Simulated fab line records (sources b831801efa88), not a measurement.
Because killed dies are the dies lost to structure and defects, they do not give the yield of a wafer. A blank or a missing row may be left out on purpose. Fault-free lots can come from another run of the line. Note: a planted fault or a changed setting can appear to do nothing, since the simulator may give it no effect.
Which tool did it? ; flow gf180mcu ; Sampling: 13 lots, 39 wafers, 6 of 602 route steps

== WHAT THE GAUGES READ, wafer by wafer ==
GF_DNWELL_TW_MEAS_09.
lot;measured;on;DNWELL_TW
L409;day 3 07:23;filmMetro-04;1353 1343 1350
L410;day 3 09:46;filmMetro-03;1342 1336 1340
L411;day 3 16:44;filmMetro-02;1368 1367 1370
L413;day 4 06:27;filmMetro-04;1341 1336 1336
L415;day 4 15:35;filmMetro-03;1356 1355 1355
L417;day 4 23:52;filmMetro-02;1341 1346 1337
L422;day 6 02:27;filmMetro-02;1351 1348 1343
L424;day 6 13:50;filmMetro-04;1332 1337 1329
L425;day 6 22:12;filmMetro-04;1332 1336 1340
L426;day 7 01:35;filmMetro-04;1326 1330 1323
L427;day 7 04:45;filmMetro-02;1362 1357 1348
L429;day 7 15:47;filmMetro-03;1336 1334 1331
L430;day 7 23:04;filmMetro-03;1346 1347 1349

GF_VT_IMPLANT_OVL_MEAS_07.
lot;measured;on;VT_IMPLANT_OVL (nm)
L409;day 6 03:29;overlay-02;0.7 0.1 1.6
L410;day 6 06:13;overlay-01;0.5 1.0 0.8
L411;day 6 14:46;overlay-01;2.4 0.5 1.8
L413;day 7 08:30;overlay-01;1.3 1.9 0.7
L415;day 7 16:46;overlay-02;-0.5 0.2 -1.1
L417;day 8 02:59;overlay-01;1.1 0.7 1.1
L422;day 9 10:10;overlay-02;2.4 0.7 1.9
L424;day 9 23:01;overlay-02;2.6 0.4 -1.5
L425;day 10 09:28;overlay-02;-0.7 1.5 -1.2
L426;day 10 13:34;overlay-02;0.9 1.4 -0.2
L427;day 10 15:25;overlay-01;2.2 3.3 0.3
L429;day 11 06:31;overlay-02;0.4 1.2 1.8
L430;day 11 14:49;overlay-02;-0.7 -0.5 -0.9

GF_VT_IMPLANT_OVL_MEAS_29.
lot;measured;on;VT_IMPLANT_02_OVL (nm)
L409;day 7 09:43;overlay-01;-0.6 0.0 -1.5
L410;day 7 12:49;overlay-02;-0.7 -1.1 -1.9
L411;day 7 22:41;overlay-01;-1.6 0.1 -0.6
L413;day 8 16:22;overlay-01;- - -
L415;day 9 01:49;overlay-02;-0.1 0.7 0.0
L417;day 9 11:29;overlay-02;-0.4 -1.6 0.6
L422;day 10 22:04;overlay-01;0.0 0.2 0.4
L424;day 11 11:05;overlay-02;-1.3 1.6 0.6
L425;day 11 21:58;overlay-02;-0.2 -1.1 -0.5
L426;day 12 03:32;overlay-01;-2.0 -0.8 -2.7
L427;day 12 06:01;overlay-02;2.3 0.0 1.5
L429;day 12 21:19;overlay-02;0.2 1.7 -2.5
L430;day 13 07:21;overlay-01;-0.2 -1.4 -0.2

GF_VT_IMPLANT_TW_MEAS_32.
lot;measured;on;VT_IMPLANT_3_TW
L409;day 7 10:00;filmMetro-04;267.0 265.8 265.7
L410;day 7 13:07;filmMetro-04;265.5 266.2 266.9
L411;day 7 22:59;filmMetro-04;267.0 267.6 264.9
L413;day 8 16:40;filmMetro-01;29.7 29.8 29.7
L415;day 9 02:07;filmMetro-02;268.8 269.2 269.2
L417;day 9 11:47;filmMetro-01;263.8 265.2 264.8
L422;day 10 22:22;filmMetro-04;267.8 267.3 268.7
L424;day 11 11:22;filmMetro-01;261.8 262.9 261.8
L425;day 11 22:16;filmMetro-02;268.2 271.0 271.0
L426;day 12 03:50;filmMetro-01;262.6 263.4 263.5
L427;day 12 06:19;filmMetro-04;266.6 267.1 266.8
L429;day 12 21:37;filmMetro-01;263.9 263.2 262.3
L430;day 13 07:45;filmMetro-02;270.0 270.7 269.1

GF_DUAL_GATE_THK_MEAS_03.
lot;measured;on;DUAL_GATE_OXIDATION_00_THK (nm)
L409;day 8 05:05;filmMetro-01;10.86 10.83 10.88
L410;day 8 07:47;filmMetro-02;10.68 10.67 10.70
L411;day 8 17:11;filmMetro-01;10.72 10.62 10.88
L415;day 9 21:49;filmMetro-03;10.78 10.79 10.79
L417;day 10 08:14;filmMetro-03;10.52 10.46 10.60
L422;day 11 19:49;filmMetro-02;11.08 11.04 10.93
L424;day 12 08:56;filmMetro-03;10.54 10.60 10.55
L425;day 12 20:10;filmMetro-03;10.85 10.80 10.86
L426;day 13 02:22;filmMetro-02;11.10 10.84 11.09
L427;day 13 05:34;filmMetro-03;11.13 11.18 11.26
L429;day 13 22:39;filmMetro-03;10.78 10.75 10.83
L430;day 14 06:23;filmMetro-01;11.29 11.09 11.17

== TOOL THAT RAN EACH LOT (tool first, then ch and the chambers of the sampled wafers, then the start) ==
lot;GF_VT_IMPLANT_EXPOSE_26
L409;ilineStepper-01 ch 0, day 7 02:08
L410;ilineStepper-01 ch 0, day 7 05:43
L411;ilineStepper-02 ch 0, day 7 14:29
L413;ilineStepper-01 ch 0, day 8 08:14
L415;ilineStepper-02 ch 0, day 8 17:34
L417;ilineStepper-01 ch 0, day 9 02:59
L422;ilineStepper-01 ch 0, day 10 13:13
L424;ilineStepper-01 ch 0, day 11 01:54
L425;ilineStepper-02 ch 0, day 11 12:41
L426;ilineStepper-01 ch 0, day 11 17:55
L427;ilineStepper-01 ch 0, day 11 20:20
L429;ilineStepper-01 ch 0, day 12 11:43
L430;ilineStepper-01 ch 0, day 12 21:01
- GF_VT_IMPLANT_EXPOSE_26: exposes mask LVPWELL HV AREA, target cd 860 nm.

== WHAT THE TOOLS THEMSELVES READ (means of the sampled wafers that have a number; where no wafer has one, the mark that the record gives instead) ==
GF_VT_IMPLANT_EXPOSE_26.
lot;tool;exposureDoseMJCm2;stageVelMmS (mm/s)
L409;ilineStepper-01;140.17;499.83
L410;ilineStepper-01;139.88;499.62
L411;ilineStepper-02;139.92;499.81
L413;ilineStepper-01;140.04;500.01
L415;ilineStepper-02;140.03;500.20
L417;ilineStepper-01;139.94;500.07
L422;ilineStepper-01;140.13;500.09
L424;ilineStepper-01;140.08;499.93
L425;ilineStepper-02;140.04;500.18
L426;ilineStepper-01;140.10;500.22
L427;ilineStepper-01;140.10;499.92
L429;ilineStepper-01;140.09;499.97
L430;ilineStepper-01;139.91;499.62

== THE ANSWER, worked out from the rows above alone ==
Rule: the lots themselves supply what counts as usual. Put in order of their means at a reading, lots are off if they are a third of the lots or fewer, leave a main group of 4 or more, and stand apart from it by a gap of 3 or more times the standard deviation of the main group's means; of several such gaps the widest counts. A main group whose means are all the same, to the digits that the tables above print for the reading, isn't used. A lot without any number at a reading at which 4 lots or more have one is off too. All remaining lots with rows at the step are treated as sound. After the gauges, taken in route order, come the tools' own readings; for these a lot's mean is taken, as printed above. At the first step where some lot is off, the reading lying furthest off is the one used; lots without a number count as furthest.
Off: at GF_VT_IMPLANT_OVL_MEAS_29 (VT_IMPLANT_02_OVL), L413. Without a number there: L413. Main group: mean -0.4 nm, sd 0.77.
A tool fits if, at a process step before that reading, it ran every lot that is off, and no sound lot after the first of them. The gauges at GF_VT_IMPLANT_OVL_MEAS_29 aren't tried: what is off there is off at GF_VT_IMPLANT_TW_MEAS_32 too, on other tools, and a gauge's error can't cause that. None of those tried fits.

== WHAT HAD BEEN PUT IN BY THE SIMULATOR ==
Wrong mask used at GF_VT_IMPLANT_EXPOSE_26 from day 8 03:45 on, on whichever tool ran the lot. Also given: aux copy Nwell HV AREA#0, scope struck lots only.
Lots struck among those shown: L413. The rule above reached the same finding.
